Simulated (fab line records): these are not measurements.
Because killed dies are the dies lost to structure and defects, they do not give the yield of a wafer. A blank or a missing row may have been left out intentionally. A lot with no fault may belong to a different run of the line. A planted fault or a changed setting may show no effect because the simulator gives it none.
What tool caused it? -- flow sky130 -- Sampling: 11 lots, 33 wafers, 2 of 708 route steps

== WHAT THE GAUGES SHOWED, per wafer ==
SKY_VIA1_OVL_MEAS_13. Usual: VIA1_OVL typically reads 1 nm, with standard deviation 6.4.
lot,measured,on,VIA1_OVL (nm),flag
L176,day 33 16:19,overlay-02,2 1 3,
L177,day 34 00:04,overlay-01,-4 -2 -2,
L180,day 34 21:53,overlay-02,-3 -12 -8,
L186,day 37 05:09,overlay-01,4 9 13,
L187,day 37 06:29,overlay-01,10 7 0,
L188,day 37 13:51,overlay-01,11 4 7,
L190,day 38 03:37,overlay-02,1 4 10,
L192,day 38 19:22,overlay-01,8 2 1,
L199,day 41 09:22,overlay-01,7 0 0,
L197,day 41 10:50,overlay-01,-4 -2 5,
L198,day 41 15:40,overlay-02,5 5 0,

SKY_METAL2_THK_MEAS_06: measures by xrf. Usual: METAL2_ALCU_THK typically reads 248 nm, with standard deviation 3.6.
lot,measured,on,METAL2_ALCU_THK (nm),flag
L176,day 33 18:14,filmMetro-01,239 242 248,
L177,day 34 01:41,filmMetro-01,245 252 245,
L180,day 34 23:32,filmMetro-04,244 252 249,
L186,day 37 06:46,filmMetro-01,243 246 243,
L187,day 37 08:09,filmMetro-01,246 244 249,
L188,day 37 15:31,filmMetro-02,252 248 253,
L190,day 38 05:14,filmMetro-01,256 250 248,
L192,day 38 20:58,filmMetro-02,252 249 249,
L199,day 41 10:58,filmMetro-02,246 253 252,
L197,day 41 12:29,filmMetro-04,249 247 248,
L198,day 41 17:17,filmMetro-04,246 245 248,

== WHAT TOOL EACH LOT RAN ON (gives the tool, then ch and the chambers of the sampled wafers, and finally the start) ==
The record holds no process step before these readings.

== AS READ BY THE TOOLS THEMSELVES (means over the sampled wafers that have a number; for cases with no such wafer, the mark the record gives instead) ==
The record holds no such reading with a usual standard deviation.

== THE ANSWER, worked out from the rows above alone ==
Rule: a lot counts as off when the mean over its wafers that have a number is more than 3 standard deviations away from the usual mean. A lot without any number at a reading at which 4 lots or more have one is off too. Any other lot the step has rows for is counted as sound. Order of review: gauges by route order, followed by the tools' own readings, for which a lot's mean as printed above is used. The first step at which some lot is off is used, and at that step the reading that is off furthest; a lot without a number counts as furthest.
No lot is off at any reading shown: from this, nothing can be told.

== WHAT THE SIMULATOR HAD PUT IN ==
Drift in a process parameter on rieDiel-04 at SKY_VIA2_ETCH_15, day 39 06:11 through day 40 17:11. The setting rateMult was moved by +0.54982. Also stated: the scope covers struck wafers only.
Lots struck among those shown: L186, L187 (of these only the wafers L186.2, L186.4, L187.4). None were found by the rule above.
